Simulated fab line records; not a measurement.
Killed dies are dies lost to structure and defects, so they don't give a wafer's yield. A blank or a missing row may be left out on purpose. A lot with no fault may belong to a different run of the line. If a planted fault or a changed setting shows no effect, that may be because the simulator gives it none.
One fault through the eyes of 2 desks -- flow gf180mcu -- numbers are kept per desk, each desk with only its own; the story behind them comes last

== DESK OF THE TOOL OWNER: litho_track-04 ==
The tool's own readings at GF_VT_IMPLANT_COAT_35 (resist thk 1000 nm): means of the sampled wafers that have a number, for each lot that ran on this tool. A lot is out of limits, marked OUT, if its mean lies more than 4 standard deviations from the usual mean; the brackets give that distance.
Columns: A = chill_plate_temp_C at GF_VT_IMPLANT_COAT_35, usual 23.00 C; B = dispense_pressure_kPa at GF_VT_IMPLANT_COAT_35, usual 50.3 kPa; C = resist_line_temp_C at GF_VT_IMPLANT_COAT_35, usual 23.00 C
lot,first seen here,A,B,C
L490,day 7 14:01,23.11,48.9,22.85
L493,day 8 08:17,23.02,48.9,22.98
L494,day 8 15:41,23.10,48.9,23.06
L495,day 8 23:01,22.77,48.9,23.04
L510,day 12 23:46,22.95,48.8,23.03
L511,day 13 08:10,23.01,48.9,23.10
This desk found nothing out of limits on any of the 6 lots.

== METROLOGY DESK ==
Means of the sampled wafers that have a number, per lot and without regard to the tool the lot ran on: this is what the gauges read. A lot is out of limits, marked OUT, if its mean lies more than 4 standard deviations from the usual mean; the brackets give that distance.
Columns: A = VT_IMPLANT_03_OVL at GF_VT_IMPLANT_OVL_MEAS_40, usual 0.7 nm; B = cd_nm at GF_PSD_CD_MEAS_07, usual 400.3 nm; C = cd_nm at GF_M1_CD_MEAS_14, usual 230.1 nm; D = M2_OVL at GF_M2_OVL_MEAS_15, usual 2 nm
lot,first seen here,A,B,C,D
L489,day 7 13:02,1.1,400.4,230.2,7
L490,day 7 21:53,-0.8,400.6,228.4,-4
L492,day 8 09:29,2.7,400.3,230.7,1
L493,day 8 16:59,1.9,401.7,230.5,3
L494,day 9 00:17,-1.7,399.3,231.6,6
L495,day 9 07:16,2.3,399.9,229.5,7
L498,day 10 00:50,0.8,403.7,230.9,11
L501,day 10 23:26,2.0,401.3,230.1,7
L507,day 12 21:05,0.8,401.0,230.6,3
L509,day 13 03:19,-0.0,399.3,229.9,-0
L510,day 13 09:53,-0.0,398.8,230.0,6
L511,day 13 18:26,0.0,402.1,226.6,-2
This desk found nothing out of limits on any of the 12 lots.

== TAKEN TOGETHER ==
The tool owner's desk saw nothing out of limits.
From the metrology desk's view, nothing was out of limits.

== WHAT WAS PUT IN BY THE SIMULATOR ==
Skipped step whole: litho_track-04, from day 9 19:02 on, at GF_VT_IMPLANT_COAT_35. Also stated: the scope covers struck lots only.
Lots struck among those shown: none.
